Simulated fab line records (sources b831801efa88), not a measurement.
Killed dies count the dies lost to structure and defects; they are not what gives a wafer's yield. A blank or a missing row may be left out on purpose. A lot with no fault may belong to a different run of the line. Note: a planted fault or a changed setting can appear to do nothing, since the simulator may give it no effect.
What tool caused it? | flow gf180mcu | Sampling: 24 lots, 72 wafers, 3 of 602 route steps

WHAT THE GAUGES READ, wafer by wafer
GF_PSD_TW_MEAS_11. Usual: PSD_TW typically reads 3165, with standard deviation 26.
lot  | measured     | on            | PSD_TW         | flag
L074 | day 14 04:30 | film metro-01 | 3173 3160 3167 |
L075 | day 14 11:15 | film metro-01 | 3152 3143 3160 |
L076 | day 14 15:47 | film metro-03 | 3156 3142 3158 |
L077 | day 15 07:41 | film metro-03 | 3170 3141 3163 |
L078 | day 15 16:05 | film metro-03 | 3145 3155 3144 |
L079 | day 16 05:30 | film metro-03 | 3158 3159 3155 |
L080 | day 16 08:36 | film metro-03 | 3151 3155 3136 |
L081 | day 16 14:08 | film metro-02 | 3188 3193 3213 |
L082 | day 17 03:01 | film metro-02 | 3186 3187 3197 |
L083 | day 17 15:28 | film metro-01 | 3137 3154 3151 |
L084 | day 17 19:15 | film metro-01 | 3158 3159 3141 |
L085 | day 17 23:46 | film metro-03 | 3122 3120 3135 |
L086 | day 18 11:19 | film metro-02 | 3177 3201 3184 |
L087 | day 18 21:10 | film metro-03 | 3149 3154 3144 |
L088 | day 19 02:49 | film metro-03 | 3126 3118 3126 |
L089 | day 19 17:23 | film metro-02 | 3197 3221 3188 |
L090 | day 19 22:18 | film metro-03 | 3110 3114 3119 |
L091 | day 20 04:41 | film metro-01 | 3173 3183 3163 |
L092 | day 20 12:13 | film metro-01 | 3183 3153 3172 |
L093 | day 20 21:45 | film metro-01 | 3142 3144 3154 |
L094 | day 21 01:37 | film metro-02 | 3194 3195 3192 |
L095 | day 21 14:18 | film metro-02 | 3201 3179 3184 |
L096 | day 21 20:35 | film metro-02 | 3188 3195 3196 |
L097 | day 22 06:46 | film metro-02 | 3199 3200 3207 |

GF_SAB_THK_MEAS_01. Usual: SAB_CVD_00_THK typically reads 50.1 nm, with standard deviation 0.58.
lot  | measured     | on            | SAB_CVD_00_THK (nm) | flag
L074 | day 14 04:58 | film metro-04 | 50.1 49.8 50.1      |
L075 | day 14 11:43 | film metro-04 | 49.8 50.4 51.2      |
L076 | day 14 16:15 | film metro-01 | 49.6 49.5 50.3      |
L077 | day 15 08:09 | film metro-01 | 49.7 50.3 50.5      |
L078 | day 15 16:32 | film metro-01 | 49.8 51.0 50.7      |
L079 | day 16 06:13 | film metro-04 | 50.6 50.7 50.3      |
L080 | day 16 09:19 | film metro-01 | 49.3 49.1 50.4      |
L081 | day 16 14:41 | film metro-01 | 49.7 49.8 50.6      |
L082 | day 17 03:28 | film metro-04 | 49.4 49.1 50.2      |
L083 | day 17 15:55 | film metro-02 | 50.6 50.6 50.2      |
L084 | day 17 19:43 | film metro-04 | 50.3 49.2 50.7      |
L085 | day 18 00:13 | film metro-01 | 50.2 51.4 50.7      |
L086 | day 18 11:47 | film metro-02 | 49.8 49.1 50.8      |
L087 | day 18 21:38 | film metro-02 | 49.6 50.3 50.1      |
L088 | day 19 03:16 | film metro-01 | 50.3 50.7 50.8      |
L089 | day 19 17:51 | film metro-02 | 50.3 50.3 50.3      |
L090 | day 19 22:46 | film metro-02 | 49.7 50.4 50.3      |
L091 | day 20 05:08 | film metro-04 | 50.5 51.1 51.9      |
L092 | day 20 12:41 | film metro-04 | 50.2 50.7 50.6      |
L093 | day 20 22:13 | film metro-01 | 50.4 50.7 49.5      |
L094 | day 21 02:04 | film metro-02 | 49.2 49.3 50.1      |
L095 | day 21 14:46 | film metro-01 | 50.1 50.2 50.7      |
L096 | day 21 21:02 | film metro-04 | 50.3 50.2 50.1      |
L097 | day 22 07:13 | film metro-04 | 50.5 50.4 50.7      |

TOOL THAT RAN EACH LOT (tool first, then ch and the chambers of the sampled wafers, then the start)
lot  | GF_HV_LDD_STRIP_37
L074 | plasma asher-04 ch 0,1, day 11 13:50
L075 | plasma asher-03 ch 0,1, day 11 18:53
L076 | plasma asher-03 ch 0,1, day 11 23:35
L077 | plasma asher-03 ch 1, day 12 12:47
L078 | plasma asher-01 ch 0,1, day 12 21:38
L079 | plasma asher-04 ch 0,1, day 13 10:08
L080 | plasma asher-04 ch 0,1, day 13 14:05
L081 | plasma asher-03 ch 0,1, day 13 17:20
L082 | plasma asher-04 ch 0,1, day 14 04:32
L083 | plasma asher-01 ch 0,1, day 14 13:20
L084 | plasma asher-04 ch 0,1, day 14 20:32
L085 | plasma asher-03 ch 0,1, day 15 03:02
L086 | plasma asher-03 ch 0,1, day 15 11:11
L087 | plasma asher-01 ch 0,1, day 15 20:59
L088 | plasma asher-03 ch 0,1, day 16 02:08
L089 | plasma asher-01 ch 0,1, day 16 14:47
L090 | plasma asher-04 ch 0,1, day 16 19:20
L091 | plasma asher-03 ch 0,1, day 17 00:44
L092 | plasma asher-03 ch 0,1, day 17 08:35
L093 | plasma asher-04 ch 0,1, day 17 17:04
L094 | plasma asher-01 ch 0,1, day 17 23:04
L095 | plasma asher-04 ch 0,1, day 18 09:23
L096 | plasma asher-04 ch 0,1, day 18 15:53
L097 | plasma asher-01 ch 0,1, day 19 01:46
- GF_HV_LDD_STRIP_37: strips in O2/N2.

WHAT THE TOOLS THEMSELVES READ (means of the sampled wafers that have a number; where no wafer has one, the mark that the record gives instead)
GF_HV_LDD_STRIP_37. Usual: drypump motor current A 5.6 A, standard deviation 0.42; heater power w 329 W, standard deviation 19; oes product au 0.716 a.u., standard deviation 0.0043; strip time to endpoint s 12.63 s, standard deviation 0.038.
lot  | tool            | drypump motor current A (A) | heater power w (W) | oes product au (a.u.) | strip time to endpoint s (s) | flag
L074 | plasma asher-04 | 5.7                         | 335                | 0.714                 | 12.64                        |
L075 | plasma asher-03 | 5.3                         | 314                | 0.713                 | 12.60                        |
L076 | plasma asher-03 | 5.6                         | 324                | 0.717                 | 12.59                        |
L077 | plasma asher-03 | 6.0                         | 323                | 0.711                 | 12.72                        |
L078 | plasma asher-01 | 5.8                         | 327                | 0.714                 | 12.62                        |
L079 | plasma asher-04 | 5.7                         | 334                | 0.718                 | 12.60                        |
L080 | plasma asher-04 | 5.5                         | 331                | 0.715                 | 12.56                        |
L081 | plasma asher-03 | 5.3                         | 320                | 0.721                 | 12.60                        |
L082 | plasma asher-04 | 5.7                         | 333                | 0.718                 | 12.61                        |
L083 | plasma asher-01 | 5.8                         | 329                | 0.715                 | 12.63                        |
L084 | plasma asher-04 | 5.7                         | 332                | 0.719                 | 12.63                        |
L085 | plasma asher-03 | 5.3                         | 322                | 0.719                 | 12.66                        |
L086 | plasma asher-03 | 5.3                         | 319                | 0.717                 | 12.61                        |
L087 | plasma asher-01 | 5.8                         | 330                | 0.715                 | 12.64                        |
L088 | plasma asher-03 | 5.6                         | 323                | 0.713                 | 12.64                        |
L089 | plasma asher-01 | 5.8                         | 323                | 0.718                 | 12.63                        |
L090 | plasma asher-04 | 5.7                         | 331                | 0.719                 | 12.64                        |
L091 | plasma asher-03 | 5.3                         | 324                | 0.715                 | 12.67                        |
L092 | plasma asher-03 | 5.3                         | 322                | 0.716                 | 12.64                        |
L093 | plasma asher-04 | 5.7                         | 338                | 0.715                 | 12.63                        |
L094 | plasma asher-01 | 5.9                         | 348                | 0.712                 | 12.67                        |
L095 | plasma asher-04 | 5.7                         | 332                | 0.710                 | 12.63                        |
L096 | plasma asher-04 | 5.5                         | 330                | 0.716                 | 12.67                        |
L097 | plasma asher-01 | 5.9                         | 345                | 0.714                 | 12.67                        |

THE ANSWER, worked out from the rows above alone
Rule: a lot counts as off when the mean over its wafers that have a number is more than 3 standard deviations away from the usual mean. Also off: a lot with no number at a reading for which 4 or more lots have one. All remaining lots with rows at the step are treated as sound. The gauges are gone through in route order, then the tools' own readings, and for those a lot's mean is taken as printed above. At the first step where some lot is off, the reading lying furthest off is the one used; lots without a number count as furthest.
No lot is off on any of the readings shown, so nothing can be concluded from this.

WHAT THE SIMULATOR HAD INSERTED
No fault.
